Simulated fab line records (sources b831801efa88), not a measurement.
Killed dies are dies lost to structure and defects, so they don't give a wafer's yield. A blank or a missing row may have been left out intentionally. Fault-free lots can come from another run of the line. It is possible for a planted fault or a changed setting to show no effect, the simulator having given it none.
Which tool did it? -- flow sky130 -- 11 lots, 33 wafers sampled, at 6 steps of a route of 708

## WHAT EACH GAUGE READ, for each wafer
The record lacks any reading of a measuring or inspecting step that a usual standard deviation could be used to judge.

## TOOL THAT RAN EACH LOT (tool first, then ch and the chambers of the sampled wafers, then the start)
lot,SKY_VIA2_CMP_24,SKY_METAL3_SPUTTER_01,SKY_CAPM_SPUTTER_02,SKY_METAL3_METAL_ETCH_18,SKY_METAL3_STRIP_19,SKY_PAD_OPEN_PROBE_99
L508,"cmp-02 ch 0,1, day 36 10:41","pvd-sputter-04, day 36 10:58","pvd-sputter-02, day 36 11:10","rie-metal-03 ch 0,1, day 38 15:28","plasma-asher-03 ch 0,1, day 38 15:37",-
L509,"cmp-01 ch 1,2,3, day 36 23:35","pvd-sputter-01, day 36 23:55","pvd-sputter-02, day 37 00:07","rie-metal-03 ch 0,1, day 39 04:08","plasma-asher-03 ch 0,1, day 39 04:19",-
L513,"cmp-02 ch 0,2,3, day 38 08:52","pvd-sputter-01, day 38 09:08","pvd-sputter-03, day 38 09:21","rie-metal-03 ch 1, day 40 11:37","plasma-asher-03 ch 0,1, day 40 11:58",-
L514,"cmp-02 ch 0,2,3, day 38 18:32","pvd-sputter-01, day 38 18:46","pvd-sputter-03, day 38 18:59","rie-metal-03 ch 1, day 40 21:10","plasma-asher-03 ch 0,1, day 40 21:28",-
L515,"cmp-01 ch 1,2,3, day 38 22:55","pvd-sputter-02, day 38 23:08","pvd-sputter-03, day 38 23:21","rie-metal-03 ch 1, day 41 00:10","plasma-asher-01 ch 0,1, day 41 00:28",-
L516,"cmp-02 ch 2,3, day 39 06:37","pvd-sputter-02, day 39 06:56","pvd-sputter-03, day 39 07:09","rie-metal-03 ch 1, day 41 08:41","plasma-asher-04 ch 0,1, day 41 08:57",-
L525,"cmp-02 ch 0,1,2, day 41 13:20","pvd-sputter-04, day 41 13:36","pvd-sputter-01, day 41 13:49","rie-metal-02 ch 0,1, day 43 12:15","plasma-asher-04 ch 0,1, day 43 12:26","prober-01, day 49 20:25"
L527,"cmp-01 ch 0,1,2, day 41 22:56","pvd-sputter-01, day 41 23:12","pvd-sputter-02, day 41 23:25","rie-metal-02 ch 0,1, day 43 21:47","plasma-asher-03 ch 0,1, day 43 21:58",-
L528,"cmp-01 ch 0,1,2, day 42 05:02","pvd-sputter-02, day 42 05:19","pvd-sputter-01, day 42 05:32","rie-metal-03 ch 1, day 44 04:40","plasma-asher-01 ch 0,1, day 44 04:56",-
L529,"cmp-01 ch 0,1,3, day 42 17:04","pvd-sputter-04, day 42 17:17","pvd-sputter-02, day 42 17:29","rie-metal-03 ch 0,1, day 44 15:38","plasma-asher-01 ch 0,1, day 44 15:47",-
L531,"cmp-02 ch 0,2,3, day 43 13:10","pvd-sputter-04, day 43 13:23","pvd-sputter-03, day 43 13:36","rie-metal-03 ch 0,1, day 45 10:25","plasma-asher-01 ch 0,1, day 45 10:35",-
- SKY_VIA2_CMP_24: polishes, stops on SiO2, t overpolish 20 s, target thk 0 nm.
- SKY_METAL3_SPUTTER_01: material TiN, target thk 20 nm, time 16.7 s.
- SKY_CAPM_SPUTTER_02: material TiN, target thk 200 nm, time 166.7 s.
- SKY_METAL3_METAL_ETCH_18: etches the open film in Cl2/BCl3, stops on SiO2, target depth 845 nm, time 183.1 s.
- SKY_METAL3_STRIP_19: strips in O2/N2.
- SKY_PAD_OPEN_PROBE_99

## AS READ BY THE TOOLS THEMSELVES (means over the sampled wafers that have a number; for cases with no such wafer, the mark the record gives instead)
SKY_VIA2_CMP_24.
lot,tool,motor-current-A (A),overpolish-run-s (s),time-to-endpoint-s (s)
L508,cmp-02,10.9,20.008,101
L509,cmp-01,11.7,20.002,102
L513,cmp-02,9.9,20.008,97
L514,cmp-02,10.0,19.993,97
L515,cmp-01,11.6,20.001,99
L516,cmp-02,9.1,19.995,94
L525,cmp-02,10.2,19.993,99
L527,cmp-01,11.2,20.000,100
L528,cmp-01,11.3,20.000,101
L529,cmp-01,11.0,20.000,99
L531,cmp-02,9.8,19.999,99

SKY_METAL3_SPUTTER_01.
lot,tool,throttle-valve-pct (%)
L508,pvd-sputter-04,30.7
L509,pvd-sputter-01,29.6
L513,pvd-sputter-01,30.2
L514,pvd-sputter-01,29.6
L515,pvd-sputter-02,31.1
L516,pvd-sputter-02,30.5
L525,pvd-sputter-04,31.3
L527,pvd-sputter-01,29.9
L528,pvd-sputter-02,31.4
L529,pvd-sputter-04,31.8
L531,pvd-sputter-04,32.1

SKY_CAPM_SPUTTER_02.
lot,tool,throttle-valve-pct (%)
L508,pvd-sputter-02,30.5
L509,pvd-sputter-02,30.0
L513,pvd-sputter-03,29.4
L514,pvd-sputter-03,29.3
L515,pvd-sputter-03,29.5
L516,pvd-sputter-03,29.2
L525,pvd-sputter-01,29.1
L527,pvd-sputter-02,30.4
L528,pvd-sputter-01,29.9
L529,pvd-sputter-02,30.5
L531,pvd-sputter-03,29.1

SKY_METAL3_METAL_ETCH_18.
lot,tool,bias-w (W),drypump-motor-current-A (A),oes-product-au (a.u.),run-length-s (s),throttle-valve-pct (%)
L508,rie-metal-03,48.57,5.5,0.869,211.5,22.265
L509,rie-metal-03,48.56,5.3,0.880,211.4,22.263
L513,rie-metal-03,48.55,5.7,0.870,211.3,22.265
L514,rie-metal-03,48.44,5.7,0.872,211.4,22.268
L515,rie-metal-03,-,5.7,0.987,190.5,22.260
L516,rie-metal-03,-,5.7,0.984,190.4,22.273
L525,rie-metal-02,48.47,6.4,0.864,210.7,22.262
L527,rie-metal-02,48.45,6.4,0.868,210.7,22.267
L528,rie-metal-03,48.49,5.7,0.865,211.3,22.272
L529,rie-metal-03,48.39,5.3,0.863,211.4,22.266
L531,rie-metal-03,48.40,5.3,0.861,211.5,22.269

SKY_METAL3_STRIP_19.
lot,tool,drypump-motor-current-A (A),oes-product-au (a.u.),strip-time-to-endpoint-s (s)
L508,plasma-asher-03,5.9,0.501,6.51
L509,plasma-asher-03,5.9,0.500,6.48
L513,plasma-asher-03,5.9,0.499,6.45
L514,plasma-asher-03,6.1,0.498,6.50
L515,plasma-asher-01,6.0,0.521,7.11
L516,plasma-asher-04,6.2,0.520,6.97
L525,plasma-asher-04,5.8,0.499,6.43
L527,plasma-asher-03,6.1,0.498,6.45
L528,plasma-asher-01,5.9,0.500,6.47
L529,plasma-asher-01,6.0,0.496,6.44
L531,plasma-asher-01,5.6,0.496,6.51

SKY_PAD_OPEN_PROBE_99.
lot,tool,defect-limited-yield (%),killed_at_M0_to_M3,killed_at_M4_up,killed-at-contacts,killed-at-front-end,killed-at-other,killed-dies,killed-open,killed-short,sort_bin_3_pad_short (%),sort_bin_5_function (%),sort_bin_6_memory (%),sort-n-pass,sort-yield-pct (%)
L525,prober-01,82.6,45,2.3,26,12,0.0,86,46,39,0.9,10.2,6.4,406,82.6

## THE ANSWER, worked out from the rows above alone
Rule: the usual values come from the lots themselves. The widest of any qualifying gaps counts: lots, ordered by their means at a reading, are off when they make up no more than a third of the lots, leave a main group of 4 or more, and stand apart from it by 3 or more times the standard deviation of that group's means. The tables above print the reading to a certain number of digits; a main group whose means all agree to those digits is not used. Also off: a lot with no number at a reading for which 4 or more lots have one. Where the step has rows for the other lots, those lots are counted as sound. The gauges are gone through in route order, then the tools' own readings, and for those a lot's mean is taken as printed above. At the first step where some lot is off, the reading lying furthest off is the one used; lots without a number count as furthest.
Off: L515, L516 (SKY_METAL3_METAL_ETCH_18, bias-w). Without a number there: L515, L516. Mean 48.48 W and standard deviation 0.064 in the main group.
A tool fits if, at that step or a process step before it, it ran every lot that is off, and no sound lot after the first of them. Not one of the candidates tried fits.

## WHAT HAD BEEN PUT IN BY THE SIMULATOR
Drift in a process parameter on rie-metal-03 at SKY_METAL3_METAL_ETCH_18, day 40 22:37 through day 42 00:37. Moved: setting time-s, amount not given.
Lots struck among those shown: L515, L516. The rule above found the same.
